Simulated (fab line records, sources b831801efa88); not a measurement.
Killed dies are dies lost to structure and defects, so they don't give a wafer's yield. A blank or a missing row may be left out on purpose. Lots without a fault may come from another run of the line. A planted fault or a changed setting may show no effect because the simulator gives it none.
Which tool did it? | flow gf180mcu | 7 lots, 21 wafers sampled, at 2 steps of a route of 602

WHAT THE GAUGES READ, wafer by wafer
GF_TOP_METAL_CD_MEAS_14: target cd 440 nm.
lot  | measured     | on        | cd_nm (nm)
L344 | day 28 17:47 | cd_sem-02 | 434.8 439.2 435.6
L345 | day 29 05:15 | cd_sem-01 | 440.8 438.2 440.0
L350 | day 30 16:53 | cd_sem-01 | 439.7 438.2 440.5
L354 | day 31 19:38 | cd_sem-02 | 441.2 440.5 440.2
L360 | day 33 06:01 | cd_sem-02 | 439.6 436.7 438.3
L363 | day 33 21:51 | cd_sem-01 | 440.1 440.6 442.7
L365 | day 34 10:13 | cd_sem-01 | 440.0 441.6 440.6

WHICH TOOL RAN EACH LOT (tool, then ch and the chambers of the sampled wafers, then the start)
lot  | GF_TOP_METAL_DEVELOP_13
L344 | litho_track-02 ch 0, day 28 17:38
L345 | litho_track-03 ch 0, day 29 05:06
L350 | litho_track-01 ch 0, day 30 16:44
L354 | litho_track-01 ch 0, day 31 19:29
L360 | litho_track-01 ch 0, day 33 05:52
L363 | litho_track-03 ch 0, day 33 21:42
L365 | litho_track-02 ch 0, day 34 10:04
- GF_TOP_METAL_DEVELOP_13: develop time 60 s.

THE ANSWER, worked out from the rows above alone
Rule: what is usual is taken from the lots themselves. Put in order of their means at a reading, lots are off if they are a third of the lots or fewer, leave a main group of 4 or more, and stand apart from it by a gap of 3 or more times the standard deviation of the main group's means; of several such gaps the widest counts. A main group whose means are all the same, to the digits that the tables above print for the reading, isn't used. A lot without any number at a reading at which 4 lots or more have one is off too. The other lots that the step has rows for count as sound.
No lot is off at any reading shown: from this, nothing can be told.

WHAT THE SIMULATOR HAD PUT IN
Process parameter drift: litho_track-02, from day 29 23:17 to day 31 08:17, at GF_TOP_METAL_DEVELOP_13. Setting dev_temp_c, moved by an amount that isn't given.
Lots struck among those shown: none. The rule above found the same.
